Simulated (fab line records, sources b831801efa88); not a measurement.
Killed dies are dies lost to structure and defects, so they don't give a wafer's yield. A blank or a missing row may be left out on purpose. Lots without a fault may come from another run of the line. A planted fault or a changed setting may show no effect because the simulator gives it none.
Problem report in the 8D (eight disciplines) form, filled by code | flow sky130 | the parts of the form that need people (team, actions taken, sign-off) are left out

1. THE PROBLEM
strip_time_to_endpoint_s at SKY_VT_ADJUST_NCORE_STRIP_10 reads a mean of 13.90 s on 9 wafers of 3 lots; wafers without a fault read 14.17 s with a standard deviation of 0.045. That is -6.1 standard deviations from the usual mean.
The step: strips in O2/N2.
First seen on wafer L838.1, day 13 06:58, on plasma_asher-03. The record holds 36 wafers of 12 lots with a number at this step. Rule for "out", or "out of limits": more than 4 standard deviations from the usual mean. The other wafers with a number count as sound.

2. WHAT IT IS AND WHAT IT IS NOT
question                    | is                               | is not
which readings at this step | strip_time_to_endpoint_s         | chamber_pressure_mTorr, drypump_motor_current_A, oes_product_au
which lots                  | L838, L839, L841                 | L823, L824, L826, L829, L831, L832, L837, L844, L845
which wafers of those lots  | all that have a number           | -
read on which tools         | plasma_asher-03, plasma_asher-04 | plasma_asher-02
when                        | from day 13 06:58                | up to then (21 sound wafers); but 6 sound wafers of L844, L845 came after

3. SUSPECTS, AND WHAT RULES EACH OUT
Counting: a tool at a process step up to the reading stays a suspect if it ran every lot that is out and no sound lot after the first of them.
- litho_track-03 at SKY_VT_ADJUST_NCORE_COAT_02 (resist thk 1140 nm): kept. It ran every lot that is out, first L838 (day 12 17:47), and no sound lot after that; its last sound lot up to then is L832 (day 11 00:17).
Left after counting: litho_track-03 at SKY_VT_ADJUST_NCORE_COAT_02.

4. THE CAUSE (what the simulator had put in)
Process parameter drift: litho_track-03, from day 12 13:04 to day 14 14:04, at SKY_VT_ADJUST_NCORE_COAT_02. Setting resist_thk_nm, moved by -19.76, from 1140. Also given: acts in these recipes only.
Counting left only this tool.

5. THE CHAIN OF EFFECTS, in route order
Each row: a reading whose mean over the struck wafers that have a number lies more than 3 standard deviations from the usual. Only readings for which the record gives a usual standard deviation are gone through. hours: the time from each lot's start at the first step in this table that gives one to its start at this step, as a median over the lots. sigmas: the change in usual standard deviations.
hours | step                         | reading                  | usual   | on struck wafers | change | sigmas
0     | SKY_VT_ADJUST_NCORE_STRIP_10 | strip_time_to_endpoint_s | 14.17 s | 13.90            | -0.27  | -6.1
The process steps in it:
- SKY_VT_ADJUST_NCORE_STRIP_10: strips in O2/N2.
Later measuring or inspecting steps at which every struck wafer that the step has a row for has a number for every such reading, and none has moved that far: SKY_VIA1_RS_MEAS_22, SKY_METAL2_CD_MEAS_15.

6. WHAT WOULD HAVE CAUGHT IT SOONER
In this record the first reading out of limits was taken at day 13 06:58, 18 hours after the fault began at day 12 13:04.
Of the tool readings at SKY_VT_ADJUST_NCORE_COAT_02 for which the record gives a usual standard deviation, none was out on any struck wafer, so an alarm limit of 4 standard deviations on them would not have fired.
Of the lots that are out (3), L841 began SKY_VT_ADJUST_NCORE_COAT_02 on litho_track-03 after day 13 06:58. A hold on the tool at that time would have spared it.
